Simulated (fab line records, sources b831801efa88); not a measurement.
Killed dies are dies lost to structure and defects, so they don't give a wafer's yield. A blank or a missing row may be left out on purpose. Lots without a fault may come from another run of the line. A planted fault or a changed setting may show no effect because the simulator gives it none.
Problem report in the 8D (eight disciplines) form, filled by code | flow sfq_line | the parts of the form that need people (team, actions taken, sign-off) are left out

1. THE PROBLEM
head_pressure_psi at SFQ_TRILAYER_A5B_CMP_CMP_130 reads a mean of 2.686 psi on 3 wafers of 2 lots; wafers without a fault read 3.000 psi with a standard deviation of 0.007. That is -45 standard deviations from the usual mean.
The step: polishes, stops on Nb, target thk 340.7 nm.
First seen on wafer L726.1, day 53 15:09, on cmp-02. The record holds 18 wafers of 6 lots with a number at this step. Rule for "out", or "out of limits": more than 4 standard deviations from the usual mean. The other wafers with a number count as sound.

2. WHAT IT IS AND WHAT IT IS NOT
question                    | is                     | is not
which readings at this step | head_pressure_psi      | motor_current_A, slurry_filter_dp_kPa
which lots                  | L726, L727             | L718, L725, L739, L741
which wafers of those lots  | L726.1, L727.1, L727.6 | L726.5, L726.6, L727.3
read on which tools         | cmp-02                 | cmp-01
when                        | from day 53 15:09      | up to then (6 sound wafers); but 9 sound wafers of L726, L727, L739, L741 came after

3. SUSPECTS, AND WHAT RULES EACH OUT
Counting: a tool at a process step up to the reading stays a suspect if it ran every lot that is out. Sound lots after the first of them don't rule it out here, since some wafers of a struck lot are sound.
- cmp-02 at SFQ_TRILAYER_A5B_CMP_CMP_130 (polishes, stops on Nb, target thk 340.7 nm): kept. It ran every lot that is out, first L726 (day 53 15:09); its last sound lot up to then is L725 (day 53 05:09). Its own readings are out on those wafers: head_pressure_psi.
- Within cmp-02 at SFQ_TRILAYER_A5B_CMP_CMP_130: the wafers that are out ran in chamber 2; their sound lot-mates ran in chambers 0, 1.
Left after counting: cmp-02 at SFQ_TRILAYER_A5B_CMP_CMP_130.

4. THE CAUSE (what the simulator had put in)
Process parameter drift: cmp-02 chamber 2, from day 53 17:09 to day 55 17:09, at SFQ_TRILAYER_A5B_CMP_CMP_130. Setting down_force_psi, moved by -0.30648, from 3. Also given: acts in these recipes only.
Counting left only this tool.

5. THE CHAIN OF EFFECTS, in route order
Each row: a reading whose mean over the struck wafers that have a number lies more than 3 standard deviations from the usual. Only readings for which the record gives a usual standard deviation are gone through. hours: the time from each lot's start at the first step in this table that gives one to its start at this step, as a median over the lots. sigmas: the change in usual standard deviations.
hours | step                         | reading           | usual     | on struck wafers | change | sigmas
0     | SFQ_TRILAYER_A5B_CMP_CMP_130 | head_pressure_psi | 3.000 psi | 2.686            | -0.314 | -45
The process steps in it:
- SFQ_TRILAYER_A5B_CMP_CMP_130: polishes, stops on Nb, target thk 340.7 nm.

6. WHAT WOULD HAVE CAUGHT IT SOONER
In this record the first reading out of limits was taken at day 53 15:09.
